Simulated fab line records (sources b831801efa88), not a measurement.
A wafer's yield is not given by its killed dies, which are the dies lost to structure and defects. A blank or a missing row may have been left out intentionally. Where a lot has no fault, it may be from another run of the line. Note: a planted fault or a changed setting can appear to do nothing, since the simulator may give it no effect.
One fault through the eyes of 2 desks :: flow sky130 :: what lay behind the numbers comes last; until then each desk has only its own

METROLOGY DESK
Means of the sampled wafers that have a number, per lot and without regard to the tool the lot ran on: this is what the gauges read. The brackets show how far a lot's mean lies from the usual mean; more than 4 standard deviations puts the lot out of limits, marked OUT.
Columns: A = LI_CONTACT_W_RS at SKY_LI_CONTACT_RS_MEAS_22, usual 0.2836 ohm/sq
lot: L782
first seen here: day 28 23:02
A: 0.2857

lot: L783
first seen here: day 29 12:50
A: 0.2805

lot: L787
first seen here: day 31 00:40
A: 0.2820

lot: L790
first seen here: day 31 23:31
A: 0.2816

lot: L793
first seen here: day 32 23:23
A: 0.2838

lot: L794
first seen here: day 33 07:40
A: 0.2824

lot: L795
first seen here: day 33 10:50
A: 0.2837

lot: L796
first seen here: day 33 15:55
A: 0.2847

lot: L797
first seen here: day 34 03:26
A: 0.2772

lot: L804
first seen here: day 35 22:10
A: 0.2815

lot: L805
first seen here: day 36 05:35
A: 0.2797
This desk found nothing out of limits on any of the 11 lots.

TOOL OWNER'S DESK, cvd w-01
The tool's own readings at SKY_LI_CONTACT_CVD_21 (deposits W, target thk 400 nm, time 120.56 s): means of the sampled wafers that have a number, for each lot that ran on this tool. The brackets show how far a lot's mean lies from the usual mean; more than 4 standard deviations puts the lot out of limits, marked OUT.
Columns: A = heater power w at SKY_LI_CONTACT_CVD_21, usual 873 W
lot: L787
first seen here: day 31 00:32
A: 852

lot: L790
first seen here: day 31 23:23
A: 854

lot: L793
first seen here: day 32 23:16
A: 904

lot: L795
first seen here: day 33 10:41
A: 847

lot: L797
first seen here: day 34 03:19
A: 852
This desk found nothing out of limits on any of the 5 lots.

ALL TOGETHER
At the metrology desk, nothing out of limits was observed.
Nothing out of limits was seen by the tool owner's desk.

WHAT THE SIMULATOR HAD INSERTED
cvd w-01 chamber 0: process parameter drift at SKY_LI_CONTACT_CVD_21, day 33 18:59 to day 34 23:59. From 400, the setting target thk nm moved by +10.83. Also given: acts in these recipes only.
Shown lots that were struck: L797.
